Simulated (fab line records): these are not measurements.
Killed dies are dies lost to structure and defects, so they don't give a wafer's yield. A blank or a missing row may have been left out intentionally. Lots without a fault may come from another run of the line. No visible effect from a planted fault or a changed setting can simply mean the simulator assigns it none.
Code-filled problem report in 8D (eight disciplines) form | flow sky130 | the parts of the form that need people (team, actions taken, sign-off) are left out

## 1. WHAT IS WRONG
At SKY_PASSIVATION_COAT_06, spinSpeedRpm averages 2036.7 rpm over 6 wafers from 2 lots, while fault-free wafers read 2000.0 rpm, standard deviation 1.2. Relative to the usual mean, that is a shift of +31 standard deviations.
The step: resist thk 3000 nm.
First seen on wafer L115.1, day 46 02:29, on lithoTrack-04. At this step, 33 wafers from 11 lots have a number in the record. By rule, "out" or "out of limits" means more than 4 standard deviations away from the usual mean. The other wafers with a number count as sound.

## 2. WHAT IT IS AND WHAT IT IS NOT
question                    | is                     | is not
which readings at this step | spinSpeedRpm           | chillPlateTempC, dispensePressureKPa, resistLineTempC
which lots                  | L115, L116             | L111, L112, L117, L123, L124, L126, L129, L131, L132
which wafers of those lots  | all that have a number | -
read on which tools         | lithoTrack-04          | lithoTrack-01, lithoTrack-03
when                        | from day 46 02:29      | up to then (6 sound wafers); but 21 sound wafers of L117, L123, L124, L126, L129, L131, L132 came after

## 3. SUSPECTS, AND WHAT RULES EACH OUT
Counting: a tool at any process step up to the reading remains a suspect when it ran all the lots that are out and ran no sound lot after the first of those.
- lithoTrack-04 at SKY_PASSIVATION_COAT_06 (resist thk 3000 nm): ruled out as a lasting fault. Following L115 (day 46 02:29), the first lot on it that is out, the sound lots L126, L132 were run on it.
Left after counting: nothing in the record.

## 4. THE CAUSE (what the simulator had put in)
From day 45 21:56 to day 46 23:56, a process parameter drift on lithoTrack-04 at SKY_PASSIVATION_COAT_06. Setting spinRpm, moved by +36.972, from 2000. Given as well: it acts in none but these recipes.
Counting ruled it out, wrongly.

## 5. THE EFFECT CHAIN, in route order
One row per reading whose mean, taken over the struck wafers that have a number, lies over 3 standard deviations from the usual. Only readings whose record carries a usual standard deviation are examined. hours: median over the lots of the time between each lot's start at the first step of this table that gives one and its start at this step. sigmas: the change, counted in usual standard deviations.
hours | step                    | reading      | usual      | on struck wafers | change | sigmas
0     | SKY_PASSIVATION_COAT_06 | spinSpeedRpm | 2000.0 rpm | 2036.7           | +36.7  | +31
Its process steps:
- SKY_PASSIVATION_COAT_06: resist thk 3000 nm.

## 6. HOW IT WOULD HAVE BEEN CAUGHT EARLIER
First out-of-limits reading in this record: day 46 02:29, which is 5 hours after fault onset at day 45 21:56.
